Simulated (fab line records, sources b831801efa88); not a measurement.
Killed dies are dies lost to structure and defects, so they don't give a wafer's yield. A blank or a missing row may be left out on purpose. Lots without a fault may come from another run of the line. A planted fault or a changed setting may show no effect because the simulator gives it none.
Tool commonality check | flow sky130 | 12 lots, 36 wafers sampled

WHY IT WAS OPENED
At SKY_METAL4_CD_MEAS_13 the reading cd_nm is flagged on 1 of 12 lots. Wafers without a fault read 300.2 nm, standard deviation 1.5.
Rule: a lot is flagged when every wafer of it that has a number lies more than 4 standard deviations from that mean, or none has a number. The other lots count as sound.

lot  | measured     | on        | cd_nm (nm), wafer by wafer | flag
L502 | day 42 11:29 | cd_sem-02 | 298.2 300.2 298.6          |
L504 | day 43 02:21 | cd_sem-01 | 298.5 299.7 298.9          |
L505 | day 43 09:31 | cd_sem-01 | 302.5 302.2 303.3          |
L506 | day 43 13:29 | cd_sem-01 | 299.7 299.8 300.8          |
L507 | day 43 21:37 | cd_sem-01 | 301.2 302.3 301.4          |
L509 | day 44 06:03 | cd_sem-01 | 300.6 301.5 299.8          |
L508 | day 44 07:24 | cd_sem-02 | 300.7 302.0 301.0          |
L514 | day 45 14:32 | cd_sem-02 | 285.7 282.1 293.5          | FLAGGED
L521 | day 47 03:06 | cd_sem-01 | 299.9 301.6 300.6          |
L522 | day 47 15:43 | cd_sem-02 | 299.4 300.5 300.1          |
L523 | day 47 23:49 | cd_sem-01 | 299.5 298.8 298.8          |
L524 | day 48 09:29 | cd_sem-02 | 299.7 299.6 299.9          |
The numbers of the flagged lots are 287.1 nm on average: -13.1 nm against the usual, or -9 standard deviations.

WHICH TOOL RAN EACH LOT
The record holds 2 process steps before the reading, out of a route of 708 steps. In each cell: the tool, then ch and the chambers that the sampled wafers went through, then the start.
lot  | flag    | SKY_METAL4_SPUTTER_02        | SKY_METAL4_EXPOSE_10
L502 |         | pvd_sputter-04, day 40 10:16 | krf_scanner-01 ch 0, day 41 23:09
L504 |         | pvd_sputter-03, day 41 02:08 | krf_scanner-02 ch 0, day 42 15:08
L505 |         | pvd_sputter-03, day 41 09:55 | krf_scanner-02 ch 0, day 42 22:11
L506 |         | pvd_sputter-03, day 41 14:08 | krf_scanner-01 ch 0, day 43 02:02
L507 |         | pvd_sputter-04, day 41 22:13 | krf_scanner-02 ch 0, day 43 10:44
L509 |         | pvd_sputter-04, day 42 07:19 | krf_scanner-01 ch 0, day 43 18:58
L508 |         | pvd_sputter-01, day 42 08:33 | krf_scanner-01 ch 0, day 43 19:59
L514 | FLAGGED | pvd_sputter-04, day 43 18:47 | krf_scanner-01 ch 0, day 45 04:22
L521 |         | pvd_sputter-01, day 45 08:29 | krf_scanner-02 ch 0, day 46 16:29
L522 |         | pvd_sputter-04, day 45 22:35 | krf_scanner-02 ch 0, day 47 06:25
L523 |         | pvd_sputter-01, day 46 06:16 | krf_scanner-01 ch 0, day 47 13:44
L524 |         | pvd_sputter-04, day 46 16:01 | krf_scanner-01 ch 0, day 48 00:19
What these steps do:
- SKY_METAL4_SPUTTER_02: material AlCu, target thk 735 nm, time 39.1 s.
- SKY_METAL4_EXPOSE_10: exposes mask MM4, target cd 300 nm.
- SKY_METAL4_CD_MEAS_13: target cd 300 nm.

FLAGGED OVER TOTAL, TOOL BY TOOL (the gauges that took the reading come last)
step                  | tool           | lots run | flagged | share of the flagged lots | sound lots run after its first flagged lot
SKY_METAL4_SPUTTER_02 | pvd_sputter-01 | 3        | 0       | none                      | -
SKY_METAL4_SPUTTER_02 | pvd_sputter-03 | 3        | 0       | none                      | -
SKY_METAL4_SPUTTER_02 | pvd_sputter-04 | 6        | 1       | all                       | 2 (L522,L524)
SKY_METAL4_EXPOSE_10  | krf_scanner-01 | 7        | 1       | all                       | 2 (L523,L524)
SKY_METAL4_EXPOSE_10  | krf_scanner-02 | 5        | 0       | none                      | -
SKY_METAL4_CD_MEAS_13 | cd_sem-01      | 7        | 0       | none                      | -
SKY_METAL4_CD_MEAS_13 | cd_sem-02      | 5        | 1       | all                       | 2 (L522,L524)

WHAT THE TABLE ALLOWS
3 rows of the table ran every flagged lot: pvd_sputter-04 at SKY_METAL4_SPUTTER_02, krf_scanner-01 at SKY_METAL4_EXPOSE_10, cd_sem-02 at SKY_METAL4_CD_MEAS_13.
- pvd_sputter-04 at SKY_METAL4_SPUTTER_02: 1 of its 6 lots flagged. Sound lots ran on it after the first flagged one (L522, L524), which a lasting fault on the whole tool wouldn't allow.
- krf_scanner-01 at SKY_METAL4_EXPOSE_10: 1 of its 7 lots flagged. Sound lots ran on it after the first flagged one (L523, L524), which a lasting fault on the whole tool wouldn't allow. Its own readings lie more than 4 standard deviations out on every wafer of the flagged lots: exposure_dose_mJ_cm2.
- cd_sem-02 at SKY_METAL4_CD_MEAS_13: 1 of its 5 lots flagged. Sound lots ran on it after the first flagged one (L522, L524), which a lasting fault on the whole tool wouldn't allow.
No row of the table ran every flagged lot and no sound lot after the first.

WHAT THE SIMULATOR HAD PUT IN
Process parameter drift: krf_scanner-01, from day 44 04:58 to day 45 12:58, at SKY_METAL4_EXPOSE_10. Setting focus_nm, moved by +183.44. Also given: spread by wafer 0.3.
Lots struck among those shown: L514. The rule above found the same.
